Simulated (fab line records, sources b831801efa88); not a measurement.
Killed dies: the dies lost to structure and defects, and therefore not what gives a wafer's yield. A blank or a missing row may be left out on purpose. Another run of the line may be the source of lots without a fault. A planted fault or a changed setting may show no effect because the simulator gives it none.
One fault through the eyes of 2 desks + flow sky130 + what lay behind the numbers comes last; until then each desk has only its own

== FOR THE TOOL OWNER'S DESK: cmp-01 ==
The tool's own readings at SKY_FIELD_ISO_CMP_27 (polishes, stops on Si3N4, t overpolish 16 s, target thk 457.8 nm): means of the sampled wafers that have a number, for each lot that ran on this tool. The brackets show how far a lot's mean lies from the usual mean; more than 4 standard deviations puts the lot out of limits, marked OUT.
Columns: A = motor current A at SKY_FIELD_ISO_CMP_27, usual 11.0 A; B = overpolish run s at SKY_FIELD_ISO_CMP_27, usual 16.001 s; C = time to endpoint s at SKY_FIELD_ISO_CMP_27, usual 110 s
| lot  | first seen here | A    | B      | C              |
|------|-----------------|------|--------|----------------|
| L523 | day 2 09:08     | 12.4 | 15.993 | 111            |
| L528 | day 3 12:59     | 11.0 | 15.996 | 111            |
| L529 | day 3 16:46     | 11.0 | 16.003 | 106            |
| L531 | day 4 01:59     | 11.0 | 16.001 | 112            |
| L532 | day 4 09:22     | 12.0 | 16.002 | 108            |
| L533 | day 4 12:12     | 11.2 | 15.999 | 110            |
| L536 | day 5 04:37     | 11.1 | 16.000 | 113            |
| L537 | day 5 10:20     | 11.4 | 16.001 | 108            |
| L545 | day 7 06:41     | 10.8 | 16.003 | 142 (+7.1) OUT |
| L546 | day 7 10:47     | 10.7 | 16.000 | 149 (+8.6) OUT |
This desk's verdict: out of limits on L545, L546, starting with L545 at day 7 06:41 (time to endpoint s at SKY_FIELD_ISO_CMP_27). In limits: L523, L528, L529, L531, L532, L533, L536, L537.

== THE METROLOGY DESK ==
What the gauges read, lot by lot, whatever tool the lot ran on: means of the sampled wafers that have a number. The brackets show how far a lot's mean lies from the usual mean; more than 4 standard deviations puts the lot out of limits, marked OUT.
Columns: A = FIELD_ISO_OXIDATION_00_THK at SKY_FIELD_ISO_THK_MEAS_02, usual 11.99 nm; B = PWDE_OVL at SKY_PWDE_OVL_MEAS_07, usual 1.2 nm; C = PWDE_TW at SKY_PWDE_TW_MEAS_10, usual 370.7
| lot  | first seen here | A     | B    | C     |
|------|-----------------|-------|------|-------|
| L523 | day 1 11:47     | 11.91 | 1.2  | 366.8 |
| L525 | day 1 23:09     | 12.21 | 1.5  | 370.8 |
| L527 | day 2 07:38     | 12.16 | -0.5 | 373.7 |
| L528 | day 2 13:08     | 12.17 | 1.3  | 370.1 |
| L529 | day 2 17:39     | 12.34 | 1.1  | 373.5 |
| L531 | day 3 03:42     | 12.32 | 0.5  | 373.3 |
| L532 | day 3 10:12     | 11.96 | 1.9  | 374.2 |
| L533 | day 3 13:38     | 12.10 | 3.0  | 370.8 |
| L534 | day 3 19:26     | 12.11 | 3.3  | 371.8 |
| L535 | day 3 23:50     | 12.01 | 0.3  | 369.3 |
| L536 | day 4 05:04     | 11.99 | 2.9  | 370.8 |
| L537 | day 4 09:44     | 11.99 | -0.1 | 371.1 |
| L545 | day 6 02:53     | 11.91 | 0.2  | 369.9 |
| L546 | day 6 08:52     | 12.12 | 1.2  | 370.8 |
This desk's verdict: no lot among the 14 shows anything out of limits.

== PUT TOGETHER ==
The tool owner's desk had the chance to raise an alarm at day 7 06:41 on L545, L546.
From the metrology desk's view, nothing was out of limits.
The metrology desk has L545, L546 on record, within its limits.
Every lot named ran SKY_FIELD_ISO_CMP_27 on cmp-01.

== WHAT WAS PUT IN BY THE SIMULATOR ==
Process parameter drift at SKY_FIELD_ISO_CMP_27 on cmp-01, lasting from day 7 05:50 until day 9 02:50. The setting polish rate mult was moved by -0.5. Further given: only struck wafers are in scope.
Shown lots that were struck: L545, L546.
Each desk's first reading out of limits, in hours after the fault started: the tool owner's desk, 1.
